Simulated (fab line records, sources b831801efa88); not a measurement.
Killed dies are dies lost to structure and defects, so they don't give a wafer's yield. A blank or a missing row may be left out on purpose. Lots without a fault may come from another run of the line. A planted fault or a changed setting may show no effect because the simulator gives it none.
Which tool did it? | flow gf180mcu | 11 lots, 33 wafers sampled, at 6 steps of a route of 602

WHAT THE GAUGES READ, wafer by wafer
GF_MVPSD_TW_MEAS_11.
lot  | measured     | on            | MVPSD_TW
L198 | day 5 05:45  | film_metro-03 | 555 560 561
L199 | day 5 12:02  | film_metro-01 | 544 547 544
L201 | day 5 23:58  | film_metro-04 | 557 558 554
L202 | day 6 06:02  | film_metro-01 | 543 541 544
L203 | day 6 10:11  | film_metro-03 | 556 556 555
L204 | day 6 16:41  | film_metro-03 | 555 555 555
L213 | day 9 01:33  | film_metro-03 | 534 534 536
L214 | day 9 06:35  | film_metro-01 | 526 526 527
L215 | day 9 14:34  | film_metro-04 | 560 558 557
L216 | day 9 19:42  | film_metro-01 | 542 547 543
L219 | day 10 13:11 | film_metro-03 | 554 553 554

GF_VT_IMPLANT_RS_MEAS_49: measures by four-point-probe.
lot  | measured     | on            | MVPSD_RS (ohm/sq)
L198 | day 7 18:14  | film_metro-04 | 1170 1168 1167
L199 | day 8 01:13  | film_metro-04 | 1167 1167 1168
L201 | day 8 15:57  | film_metro-04 | 1166 1165 1168
L202 | day 8 22:58  | film_metro-03 | 1174 1176 1172
L203 | day 9 02:52  | film_metro-04 | 1172 1172 1169
L204 | day 9 10:19  | film_metro-01 | 1166 1169 1169
L213 | day 12 02:16 | film_metro-04 | 1241 1247 1243
L214 | day 12 08:49 | film_metro-01 | 1235 1234 1236
L215 | day 12 17:17 | film_metro-03 | 1164 1166 1167
L216 | day 12 23:35 | film_metro-04 | 1169 1168 1166
L219 | day 13 19:05 | film_metro-03 | 1170 1166 1168

WHICH TOOL RAN EACH LOT (tool, then ch and the chambers of the sampled wafers, then the start)
lot  | GF_LVPWELL_STRIP_10                 | GF_MVSD_STRIP_10                    | GF_MVPSD_IMPLANT_08             | GF_VT_IMPLANT_STRIP_09
L198 | plasma_asher-03 ch 0,1, day 4 02:14 | plasma_asher-03 ch 0,1, day 4 15:53 | implanter-04 ch 0, day 5 05:22  | plasma_asher-03 ch 0,1, day 5 19:32
L199 | plasma_asher-02 ch 0,1, day 4 08:17 | plasma_asher-03 ch 1, day 4 21:42   | implanter-03 ch 0, day 5 11:38  | plasma_asher-03 ch 0,1, day 6 02:29
L201 | plasma_asher-03 ch 0,1, day 4 19:11 | plasma_asher-02 ch 0,1, day 5 09:23 | implanter-03 ch 0, day 5 23:35  | plasma_asher-01 ch 0,1, day 6 15:08
L202 | plasma_asher-03 ch 0,1, day 5 00:05 | plasma_asher-03 ch 0,1, day 5 14:45 | implanter-02 ch 0, day 6 05:38  | plasma_asher-04 ch 0,1, day 6 21:27
L203 | plasma_asher-03 ch 0,1, day 5 05:51 | plasma_asher-01 ch 0,1, day 5 19:51 | implanter-02 ch 0, day 6 09:47  | plasma_asher-03 ch 1, day 7 01:26
L204 | plasma_asher-04 ch 0,1, day 5 11:14 | plasma_asher-03 ch 0,1, day 6 01:56 | implanter-04 ch 0, day 6 16:17  | plasma_asher-04 ch 0,1, day 7 07:44
L213 | plasma_asher-03 ch 0,1, day 7 16:06 | plasma_asher-01 ch 0,1, day 8 08:08 | implanter-03 ch 0, day 9 01:05  | plasma_asher-04 ch 0,1, day 9 18:51
L214 | plasma_asher-03 ch 1, day 7 20:50   | plasma_asher-02 ch 0,1, day 8 13:33 | implanter-03 ch 0, day 9 06:11  | plasma_asher-04 ch 0, day 10 00:11
L215 | plasma_asher-02 ch 0,1, day 8 04:25 | plasma_asher-03 ch 0,1, day 8 21:20 | implanter-04 ch 0, day 9 14:13  | plasma_asher-03 ch 0,1, day 10 08:35
L216 | plasma_asher-03 ch 0,1, day 8 09:05 | plasma_asher-03 ch 1, day 9 01:46   | implanter-02 ch 0, day 9 19:19  | plasma_asher-04 ch 0,1, day 10 13:33
L219 | plasma_asher-02 ch 0, day 9 01:02   | plasma_asher-01 ch 0,1, day 9 18:42 | implanter-02 ch 0, day 10 12:49 | plasma_asher-01 ch 0,1, day 11 07:24
- GF_LVPWELL_STRIP_10: strips in O2/N2.
- GF_MVSD_STRIP_10: strips in O2/N2.
- GF_MVPSD_IMPLANT_08
- GF_VT_IMPLANT_STRIP_09: strips in O2/N2.

WHAT THE TOOLS THEMSELVES READ (means of the sampled wafers that have a number; where no wafer has one, the mark that the record gives instead)
GF_LVPWELL_STRIP_10.
lot  | tool            | chamber_pressure_mTorr (mTorr) | drypump_motor_current_A (A) | heater_power_w (W) | oes_product_au (a.u.) | strip_time_to_endpoint_s (s)
L198 | plasma_asher-03 | 1499.9                         | 5.3                         | 358                | 0.719                 | 37.05
L199 | plasma_asher-02 | 1499.9                         | 5.9                         | 327                | 0.721                 | 37.04
L201 | plasma_asher-03 | 1499.6                         | 5.5                         | 338                | 0.724                 | 36.92
L202 | plasma_asher-03 | 1499.7                         | 5.5                         | 343                | 0.724                 | 36.99
L203 | plasma_asher-03 | 1501.5                         | 5.3                         | 363                | 0.727                 | 36.96
L204 | plasma_asher-04 | 1501.0                         | 5.1                         | 339                | 0.721                 | 36.83
L213 | plasma_asher-03 | 1501.0                         | 5.3                         | 356                | 0.721                 | 36.86
L214 | plasma_asher-03 | 1500.2                         | 5.1                         | 376                | 0.723                 | 37.05
L215 | plasma_asher-02 | 1500.4                         | 6.0                         | 304                | 0.726                 | 36.66
L216 | plasma_asher-03 | 1499.7                         | 5.3                         | 361                | 0.725                 | 36.92
L219 | plasma_asher-02 | 1500.9                         | 6.2                         | 303                | 0.723                 | 37.05

GF_MVSD_STRIP_10.
lot  | tool            | chamber_pressure_mTorr (mTorr) | drypump_motor_current_A (A) | heater_power_w (W) | oes_product_au (a.u.) | strip_time_to_endpoint_s (s)
L198 | plasma_asher-03 | 1499.8                         | 5.5                         | 340                | 0.723                 | 36.99
L199 | plasma_asher-03 | 1500.1                         | 5.1                         | 378                | 0.722                 | 36.98
L201 | plasma_asher-02 | 1498.1                         | 6.1                         | 306                | 0.725                 | 36.76
L202 | plasma_asher-03 | 1500.3                         | 5.5                         | 339                | 0.718                 | 37.00
L203 | plasma_asher-01 | 1499.5                         | 5.8                         | 348                | 0.723                 | 36.87
L204 | plasma_asher-03 | 1499.6                         | 5.5                         | 336                | 0.726                 | 36.95
L213 | plasma_asher-01 | 1499.0                         | 5.8                         | 345                | 0.722                 | 37.00
L214 | plasma_asher-02 | 1499.5                         | 6.1                         | 308                | 0.719                 | 37.05
L215 | plasma_asher-03 | 1500.7                         | 5.6                         | 339                | 0.721                 | 37.02
L216 | plasma_asher-03 | 1499.9                         | 5.1                         | 377                | 0.728                 | 36.84
L219 | plasma_asher-01 | 1500.0                         | 5.8                         | 348                | 0.722                 | 37.06

GF_MVPSD_IMPLANT_08.
lot  | tool         | dose_ions_cm2 | faraday_current_uA
L198 | implanter-04 | 1.5e+13       | 85.8
L199 | implanter-03 | 1.5e+13       | 84.6
L201 | implanter-03 | 1.5e+13       | 83.0
L202 | implanter-02 | 1.5e+13       | 84.9
L203 | implanter-02 | 1.5e+13       | 84.3
L204 | implanter-04 | 1.5e+13       | 85.8
L213 | implanter-03 | 1.3e+13       | 75.9
L214 | implanter-03 | 1.3e+13       | 75.0
L215 | implanter-04 | 1.5e+13       | 83.4
L216 | implanter-02 | 1.5e+13       | 85.0
L219 | implanter-02 | 1.5e+13       | 83.7

GF_VT_IMPLANT_STRIP_09.
lot  | tool            | chamber_pressure_mTorr (mTorr) | drypump_motor_current_A (A) | heater_power_w (W) | oes_product_au (a.u.) | strip_time_to_endpoint_s (s)
L198 | plasma_asher-03 | 1499.2                         | 5.3                         | 357                | 0.713                 | 12.64
L199 | plasma_asher-03 | 1500.5                         | 5.3                         | 357                | 0.714                 | 12.63
L201 | plasma_asher-01 | 1498.9                         | 5.8                         | 345                | 0.723                 | 12.61
L202 | plasma_asher-04 | 1500.1                         | 5.5                         | 350                | 0.717                 | 12.60
L203 | plasma_asher-03 | 1500.6                         | 5.1                         | 373                | 0.715                 | 12.61
L204 | plasma_asher-04 | 1500.0                         | 5.1                         | 340                | 0.713                 | 12.61
L213 | plasma_asher-04 | 1499.9                         | 5.1                         | 344                | 0.714                 | 12.62
L214 | plasma_asher-04 | 1501.2                         | 5.8                         | 359                | 0.719                 | 12.64
L215 | plasma_asher-03 | 1500.7                         | 5.3                         | 358                | 0.712                 | 12.67
L216 | plasma_asher-04 | 1500.8                         | 5.4                         | 353                | 0.711                 | 12.65
L219 | plasma_asher-01 | 1499.2                         | 5.6                         | 346                | 0.720                 | 12.60

THE ANSWER, worked out from the rows above alone
Rule: what is usual is taken from the lots themselves. Put in order of their means at a reading, lots are off if they are a third of the lots or fewer, leave a main group of 4 or more, and stand apart from it by a gap of 3 or more times the standard deviation of the main group's means; of several such gaps the widest counts. A main group whose means are all the same, to the digits that the tables above print for the reading, isn't used. A lot without any number at a reading at which 4 lots or more have one is off too. The other lots that the step has rows for count as sound. The gauges are gone through in route order, then the tools' own readings, and for those a lot's mean is taken as printed above. The first step at which some lot is off is used, and at that step the reading that is off furthest; a lot without a number counts as furthest.
Off: L213, L214, at GF_VT_IMPLANT_RS_MEAS_49 (MVPSD_RS). The main group: mean 1168 ohm/sq, standard deviation 2.4.
A tool fits if, at a process step before that reading, it ran every lot that is off, and no sound lot after the first of them. The gauges at GF_VT_IMPLANT_RS_MEAS_49 aren't tried: what is off there is off at GF_MVPSD_IMPLANT_08 too, on other tools, and a gauge's error can't cause that. One fits: implanter-03 at GF_MVPSD_IMPLANT_08. Its last sound lot is L201 (day 5 23:35), its first lot that is off L213 (day 9 01:05): a fault that began between those two fits.
The tool's own readings at GF_MVPSD_IMPLANT_08 bear it out: on the lots that are off they differ by more than 5 times the standard deviation of the sound lots' means. dose_ions_cm2 reads 1.3e+13 there against 1.5e+13 on the sound lots; faraday_current_uA reads 75.5 there against 84.5 on the sound lots.

WHAT THE SIMULATOR HAD PUT IN
Process parameter drift: implanter-03, from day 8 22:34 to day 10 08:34, at GF_MVPSD_IMPLANT_08. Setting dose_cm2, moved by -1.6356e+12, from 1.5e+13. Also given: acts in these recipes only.
Lots struck among those shown: L213, L214. The rule above found the same.
